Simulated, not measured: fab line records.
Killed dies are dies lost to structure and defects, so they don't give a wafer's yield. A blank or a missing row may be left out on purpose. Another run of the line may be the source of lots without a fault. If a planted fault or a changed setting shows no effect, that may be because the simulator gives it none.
fab line records ; flow sky130
record lots=13; wafers=39; last_day=50
route steps=708 shown CONTACT@430 CAP2M@617 METAL4@629 VIA4@658 PAD_OPEN@708
lots untouched by any fault: they come from a run of this same line in which no faults occurred
start_h: hours from the record's first day to the start of the lot's first wafer shown ; wait_h: time in hours since the lot's previous step ; " same as the row above ; L1.1+2: one row covering several wafers at once ; - either no value or no given start ; * or withheld: withheld ; < > ~ a bound
route shown NAME@n: NAME is a module with steps in the file, n the number in the route of the first one ; usual: average and standard deviation across the fault-free wafers ; same: alike in all rows ; chamber/n: place in a boat ; sites: each site's reading ; _std_site: their standard deviation ; _edge_site: the outer-site mean with the inner-site mean subtracted ; radius_mm: how far each site lies from the wafer's centre ; mask NAME#n: copy n ; behind: the last tool/chamber to shape the wafer ; hold: what put the lot on hold/how long, in hours/how the hold closed ; device: the transistor (n, p or np) that didn't switch ; end of line: the route-end tests of the same wafers ; a step with no rows: only its recipe ; killed: not the wafer's yield, but the dies lost to structure and defects at the first sort ; map: the dies of a wafer, with x for killed, . for not killed, _ for no die there
set.NAME: the setting as run; set.NAME@STEP: as run at that earlier step ; model.NAME: the simulator's own value behind a step, which no gauge read
one table for each step of the route and one row for each wafer, over a sample of lots
services: from which hour (start_h, from the record's first day; less than 0 if before it) a tool's chamber was out of use, for how many hours, and why
## steps
# step SKY_CONTACT_CVD_24
# recipe material=W; target_thk_nm=340; time_s=102.12; temp_c=400; pressure_torr=40
# usual heater_power_w=806/110
lot.wafer;tool;chamber;start_h;wait_h;heater_power_w
L701.3;cvd_w-02;1;740.97;0.1;812
L701.4;cvd_w-02;0;740.97;0.1;634
L701.6;cvd_w-02;0;740.97;0.1;626
L702.2;cvd_w-02;0;747.45;0.0;627
L702.3;cvd_w-02;1;747.45;0.0;792
L702.5;cvd_w-02;0;747.45;0.0;621
L703.2;cvd_w-02;1;751.72;0.0;829
L703.4;cvd_w-02;0;751.72;0.0;652
L703.6;cvd_w-02;1;751.72;0.0;841
L704.2;cvd_w-01;0;758.51;0.0;859
L704.4;cvd_w-01;0;758.51;0.0;828
L704.5;cvd_w-01;0;758.51;0.0;840
L705.1;cvd_w-01;0;765.47;0.0;830
L705.2;cvd_w-01;1;765.47;0.0;954
L705.3;cvd_w-01;1;765.47;0.0;932
L706.2;cvd_w-01;0;773.55;0.0;810
L706.3;cvd_w-01;1;773.55;0.0;942
L706.5;cvd_w-01;1;773.55;0.0;960
L707.1;cvd_w-01;1;782.46;0.0;947
L707.4;cvd_w-01;0;782.46;0.0;800
L707.5;cvd_w-01;1;782.46;0.0;953
L709.2;cvd_w-01;1;804.87;0.0;948
L709.3;cvd_w-01;0;804.87;0.0;811
L709.5;cvd_w-01;1;804.87;0.0;961
L716.1;cvd_w-01;0;849.94;0.0;827
L716.2;cvd_w-01;1;849.94;0.0;937
L716.4;cvd_w-01;0;849.94;0.0;818
L717.1;cvd_w-01;1;857.33;0.0;954
L717.2;cvd_w-01;0;857.33;0.0;848
L717.5;cvd_w-01;1;857.33;0.0;966
L718.1;cvd_w-02;1;868.11;0.0;852
L718.2;cvd_w-02;0;868.11;0.0;632
L718.3;cvd_w-02;1;868.11;0.0;834
L720.1;cvd_w-02;1;876.29;0.0;837
L720.2;cvd_w-02;1;876.29;0.0;831
L720.3;cvd_w-02;1;876.29;0.0;825
L722.1;cvd_w-02;1;895.11;0.0;855
L722.3;cvd_w-02;1;895.11;0.0;822
L722.4;cvd_w-02;0;895.11;0.0;623
# step SKY_CAP2M_STRIP_14
# recipe chemistry=O2/N2; power_w=1400; pressure_mtorr=1500; platen_temp_c=withheld; o2_flow_sccm=3000; n2_flow_sccm=300; overash_fraction=0.5
# usual drypump_motor_current_A=5.7/0.41; n2_flow_sccm=300.1/0.93; oes_product_au=0.710/0.0044; strip_time_to_endpoint_s=12.66/0.038
lot.wafer;tool;chamber;start_h;wait_h;drypump_motor_current_A;n2_flow_sccm;oes_product_au;rf_hours_counter_h;strip_time_to_endpoint_s
L701.3;plasma_asher-04;0;959.54;0.1;5.7;301.1;0.708;-;12.65
L701.4;plasma_asher-04;1;959.54;0.1;5.7;298.6;0.711;-;12.66
L701.6;plasma_asher-04;0;959.54;0.1;5.7;300.8;0.703;-;12.65
L702.2;plasma_asher-02;1;963.84;0.1;6.4;299.9;0.713;23;12.72
L702.3;plasma_asher-02;1;963.84;0.1;6.4;300.2;0.709;-;12.70
L702.5;plasma_asher-02;1;963.84;0.1;6.4;300.3;0.714;-;12.78
L703.2;plasma_asher-03;0;968.05;0.1;5.3;300.7;0.711;112;12.67
L703.4;plasma_asher-03;0;968.05;0.1;5.3;300.4;0.710;-;12.74
L703.6;plasma_asher-03;0;968.05;0.1;5.3;300.4;0.705;-;12.74
L704.2;plasma_asher-03;0;973.36;0.1;5.3;300.0;0.715;112;12.67
L704.4;plasma_asher-03;0;973.36;0.1;5.3;299.2;0.705;-;12.74
L704.5;plasma_asher-03;1;973.36;0.1;5.2;300.6;0.708;-;12.68
L705.1;plasma_asher-04;1;981.94;0.1;5.8;300.7;0.713;84;12.67
L705.2;plasma_asher-04;0;981.94;0.1;5.8;298.4;0.709;84;12.67
L705.3;plasma_asher-04;1;981.94;0.1;5.8;301.4;0.718;-;12.71
L706.2;plasma_asher-02;1;989.36;0.1;6.4;300.9;0.710;25;12.65
L706.3;plasma_asher-02;0;989.36;0.1;5.6;300.4;0.703;-;12.68
L706.5;plasma_asher-02;0;989.36;0.1;5.6;299.2;0.709;-;12.64
L707.1;plasma_asher-04;0;996.00;0.1;5.8;300.1;0.705;85;12.67
L707.4;plasma_asher-04;0;996.00;0.1;5.8;299.6;0.714;-;12.65
L707.5;plasma_asher-04;1;996.00;0.1;5.7;300.6;0.715;-;12.69
L709.2;plasma_asher-04;1;1015.56;0.1;5.8;300.8;0.707;88;12.70
L709.3;plasma_asher-04;1;1015.56;0.1;5.7;300.5;0.714;-;12.67
L709.5;plasma_asher-04;0;1015.56;0.1;5.8;300.4;0.704;-;12.68
L716.1;plasma_asher-02;1;1056.35;0.1;6.4;299.1;0.712;32;12.64
L716.2;plasma_asher-02;0;1056.35;0.1;5.6;300.6;0.716;32;12.66
L716.4;plasma_asher-02;1;1056.35;0.1;6.4;300.6;0.701;-;12.66
L717.1;plasma_asher-04;1;1060.05;0.1;5.8;301.4;0.706;92;12.66
L717.2;plasma_asher-04;0;1060.05;0.1;5.8;300.2;0.710;92;12.69
L717.5;plasma_asher-04;1;1060.05;0.1;5.8;300.3;0.713;-;12.69
L718.1;plasma_asher-02;1;1068.25;0.1;6.4;301.7;0.717;34;12.61
L718.2;plasma_asher-02;0;1068.25;0.1;5.6;301.7;0.703;34;12.61
L718.3;plasma_asher-02;1;1068.25;0.1;6.4;302.8;0.706;-;12.59
L720.1;plasma_asher-04;1;1076.35;0.1;5.7;300.3;0.716;94;12.69
L720.2;plasma_asher-04;0;1076.35;0.1;5.7;300.4;0.705;94;12.68
L720.3;plasma_asher-04;1;1076.35;0.1;5.8;299.3;0.714;-;12.63
L722.1;plasma_asher-02;1;1091.15;0.1;6.4;299.8;0.707;36;12.64
L722.3;plasma_asher-02;0;1091.15;0.1;5.6;301.5;0.707;-;12.64
L722.4;plasma_asher-02;1;1091.15;0.1;6.4;299.5;0.714;-;12.63
# step SKY_METAL4_CD_MEAS_13
# recipe target_cd_nm=300
# usual cd_nm=300.0/1.1
lot.wafer;tool;chamber;start_h;wait_h;cd_nm
L701.3;cd_sem-01;-;984.09;-;298.8
L701.4;cd_sem-01;-;984.09;-;299.2
L701.6;cd_sem-01;-;984.09;-;299.5
L702.2;cd_sem-02;-;988.52;-;298.9
L702.3;cd_sem-02;-;988.52;-;300.0
L702.5;cd_sem-02;-;988.52;-;299.0
L703.2;cd_sem-02;-;992.22;-;301.6
L703.4;cd_sem-02;-;992.22;-;301.0
L703.6;cd_sem-02;-;992.22;-;301.1
L704.2;cd_sem-02;-;997.66;-;301.1
L704.4;cd_sem-02;-;997.66;-;299.9
L704.5;cd_sem-02;-;997.66;-;301.1
L705.1;cd_sem-02;-;1005.99;-;299.5
L705.2;cd_sem-02;-;1005.99;-;302.0
L705.3;cd_sem-02;-;1005.99;-;300.1
L706.2;cd_sem-02;-;1012.82;-;298.9
L706.3;cd_sem-02;-;1012.82;-;300.3
L706.5;cd_sem-02;-;1012.82;-;299.4
L707.1;cd_sem-01;-;1019.50;-;300.2
L707.4;cd_sem-01;-;1019.50;-;300.4
L707.5;cd_sem-01;-;1019.50;-;302.2
L709.2;cd_sem-02;-;1039.37;-;301.9
L709.3;cd_sem-02;-;1039.37;-;301.4
L709.5;cd_sem-02;-;1039.37;-;301.7
L716.1;cd_sem-02;-;1078.65;-;299.7
L716.2;cd_sem-02;-;1078.65;-;300.8
L716.4;cd_sem-02;-;1078.65;-;300.0
L717.1;cd_sem-01;-;1081.34;-;300.6
L717.2;cd_sem-01;-;1081.34;-;300.6
L717.5;cd_sem-01;-;1081.34;-;302.3
L718.1;cd_sem-01;-;1090.10;-;298.9
L718.2;cd_sem-01;-;1090.10;-;298.0
L718.3;cd_sem-01;-;1090.10;-;299.3
L720.1;cd_sem-01;-;1096.80;-;300.1
L720.2;cd_sem-01;-;1096.80;-;302.0
L720.3;cd_sem-01;-;1096.80;-;299.0
L722.1;cd_sem-01;-;1111.94;-;300.3
L722.3;cd_sem-01;-;1111.94;-;299.2
L722.4;cd_sem-01;-;1111.94;-;299.4
# step SKY_VIA4_RS_MEAS_19
# recipe thk_meas_gauge=four-point-probe; reads=W_of_VIA4_CVD_18+TiN_of_VIA4_SPUTTER_17
# usual VIA4_W_RS=0.2258/0.0019
lot.wafer;tool;chamber;start_h;wait_h;VIA4_W_RS[ohm/sq]
L701.3;film_metro-04;-;1009.67;0.1;0.2247
L701.4;film_metro-04;-;1009.67;0.1;0.2244
L701.6;film_metro-04;-;1009.67;0.1;0.2235
L702.2;film_metro-04;-;1014.04;0.1;0.2255
L702.3;film_metro-04;-;1014.04;0.1;0.2253
L702.5;film_metro-04;-;1014.04;0.1;0.2252
L703.2;film_metro-04;-;1017.50;0.1;0.2265
L703.4;film_metro-04;-;1017.50;0.1;0.2248
L703.6;film_metro-04;-;1017.50;0.1;0.2267
L704.2;film_metro-04;-;1022.23;0.1;0.2270
L704.4;film_metro-04;-;1022.23;0.1;0.2245
L704.5;film_metro-04;-;1022.23;0.1;0.2276
L705.1;film_metro-04;-;1031.30;0.1;0.2262
L705.2;film_metro-04;-;1031.30;0.1;0.2263
L705.3;film_metro-04;-;1031.30;0.1;0.2262
L706.2;film_metro-03;-;1037.67;0.1;0.2245
L706.3;film_metro-03;-;1037.67;0.1;0.2255
L706.5;film_metro-03;-;1037.67;0.1;0.2251
L707.1;film_metro-04;-;1044.71;0.1;0.2280
L707.4;film_metro-04;-;1044.71;0.1;0.2253
L707.5;film_metro-04;-;1044.71;0.1;0.2249
L709.2;film_metro-03;-;1063.34;0.1;0.2270
L709.3;film_metro-03;-;1063.34;0.1;0.2271
L709.5;film_metro-03;-;1063.34;0.1;0.2250
L716.1;film_metro-01;-;1101.17;0.1;0.2266
L716.2;film_metro-01;-;1101.17;0.1;0.2264
L716.4;film_metro-01;-;1101.17;0.1;0.2248
L717.1;film_metro-03;-;1104.97;0.1;0.2253
L717.2;film_metro-03;-;1104.97;0.1;0.2261
L717.5;film_metro-03;-;1104.97;0.1;0.2277
L718.1;film_metro-03;-;1113.17;0.1;0.2229
L718.2;film_metro-03;-;1113.17;0.1;0.2253
L718.3;film_metro-03;-;1113.17;0.1;0.2257
L720.1;film_metro-04;-;1119.65;0.1;0.2258
L720.2;film_metro-04;-;1119.65;0.1;0.2262
L720.3;film_metro-04;-;1119.65;0.1;0.2267
L722.1;film_metro-01;-;1133.15;0.1;0.2285
L722.3;film_metro-01;-;1133.15;0.1;0.2268
L722.4;film_metro-01;-;1133.15;0.1;0.2243
# step SKY_PAD_OPEN_PROBE_99
# usual killed_at_M0_to_M3=43/8; killed_at_M4_up=2.9/1.6; killed_at_contacts=26/5.2; killed_at_front_end=15/4.3; killed_at_other=0.3/0.56; killed_dies=87/10; killed_open=48/6.9; killed_short=40/6.5
# same gross_dies=492; killed_at_back_side=0
lot.wafer;tool;chamber;start_h;wait_h;killed_at_M0_to_M3;killed_at_M4_up;killed_at_contacts;killed_at_front_end;killed_at_other;killed_dies;killed_open;killed_short
L716.1;prober-02;-;1161.56;0.1;44;4;80;18;0;146;49;48
L716.2;prober-02;-;1161.61;0.1;31;3;65;8;0;107;35;29
L716.4;prober-02;-;1161.71;0.2;34;3;75;14;1;127;36;42
L717.1;prober-01;-;1164.75;0.1;42;5;63;7;0;117;49;27
L717.2;prober-01;-;1164.80;0.1;37;2;69;10;0;118;37;31
L717.5;prober-01;-;1164.95;0.2;56;1;63;16;0;136;46;53
# killed by level:class
L716.1 CONTACT:unspecified=49 CONTACT:geometric_particle:open=17 VIA1:geometric_particle:open=9 METAL2:geometric_particle:short=7 VIA2:geometric_particle:open=6 VIA2:geometric_particle:short=5 POLY_GATE:geometric_particle:short=5 LI_CONTACT:geometric_particle:open=5
L716.2 CONTACT:unspecified=43 CONTACT:geometric_particle:open=10 VIA1:geometric_particle:open=8 VIA2:geometric_particle:short=7 LI_CONTACT:geometric_particle:open=6 METAL2:geometric_particle:short=5 METAL1:geometric_particle:short=4 FIELD_ISO:geometric_particle:open=3
L716.4 CONTACT:unspecified=49 CONTACT:geometric_particle:open=10 POLY_GATE:geometric_particle:short=7 LI_CONTACT:geometric_particle:open=6 VIA1:geometric_particle:open=6 CONTACT:geometric_particle:short=5 VIA3:geometric_particle:open=5 POLY_GATE:geometric_particle:open=4
L717.1 CONTACT:unspecified=41 VIA1:geometric_particle:open=11 CONTACT:geometric_particle:open=9 VIA3:geometric_particle:open=7 LI_CONTACT:geometric_particle:open=6 VIA1:geometric_particle:short=6 VIA2:geometric_particle:open=4 METAL2:geometric_particle:short=4
L717.2 CONTACT:unspecified=50 VIA1:geometric_particle:open=14 CONTACT:geometric_particle:open=9 METAL1:geometric_particle:short=5 POLY_GATE:geometric_particle:short=4 LOCAL_INTERCONNECT:geometric_particle:short=4 CONTACT:geometric_particle:short=4 VIA2:geometric_particle:open=4
L717.5 CONTACT:unspecified=37 VIA1:geometric_particle:open=11 VIA1:geometric_particle:short=11 METAL1:geometric_particle:short=10 LI_CONTACT:geometric_particle:open=8 VIA3:geometric_particle:open=7 METAL2:geometric_particle:short=7 CONTACT:geometric_particle:short=6
## services
tool;chamber;start_h;hours;kind
plasma_asher-02;-;733.75;9.0;pm
plasma_asher-02;0;733.75;9.0;vent_cycle
plasma_asher-02;1;733.75;9.0;vent_cycle
cvd_w-01;-;735.61;2.8;pm
plasma_asher-02;0;742.75;-;clean
cvd_w-01;0;834.06;8.0;repair
plasma_asher-04;-;847.99;2.8;pm
cvd_w-02;1;856.37;4.1;repair
cvd_w-02;0;872.98;7.2;repair
cvd_w-01;1;901.89;25.6;repair
cvd_w-02;-;904.00;14.0;pm
cvd_w-02;0;904.00;14.0;vent_cycle
cvd_w-02;1;904.00;14.0;vent_cycle
cvd_w-02;0;918.00;-;clean
cvd_w-02;1;918.00;-;clean
cvd_w-01;-;955.62;6.9;pm
cvd_w-01;-;967.40;28.1;pm
cvd_w-01;1;1012.67;3.8;repair
plasma_asher-02;-;1016.52;2.8;pm
cvd_w-02;0;1017.74;3.4;repair
plasma_asher-03;-;1055.25;9.0;pm
cvd_w-01;-;1057.69;1.5;repair
cvd_w-01;-;1072.28;0.9;repair
plasma_asher-03;-;1084.83;1.2;repair
## key
first_sign step=SKY_PAD_OPEN_PROBE_99; reading=killed_at_contacts; direction=up; sigmas=8.3; usual=26; struck=69
effect step=SKY_PAD_OPEN_PROBE_99; reading=killed_dies; direction=up; sigmas=3.6; usual=87; struck=125
met_at SKY_CONTACT_CVD_24
struck_lots L716,L717
tester_left_out L716,L717
not_acting_at SKY_CAP2M_STRIP_14,SKY_METAL4_CD_MEAS_13,SKY_VIA4_RS_MEAS_19
onset_between 804.87 849.94
fault kind=chamber_particle_source; tool=cvd_w-01; chamber=-; onset_h=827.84; steps=SKY_CONTACT_CVD_24; rate_per_visit_cm2=0.82099; end_h=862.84
# tester_left_out: of these lots the tester's yield and bins aren't shown, on N5 and GAA mostly nor the transistor test; their killed dies are dies lost to structure and defects alone, not to doping, threshold or leakage, so they don't give the yield
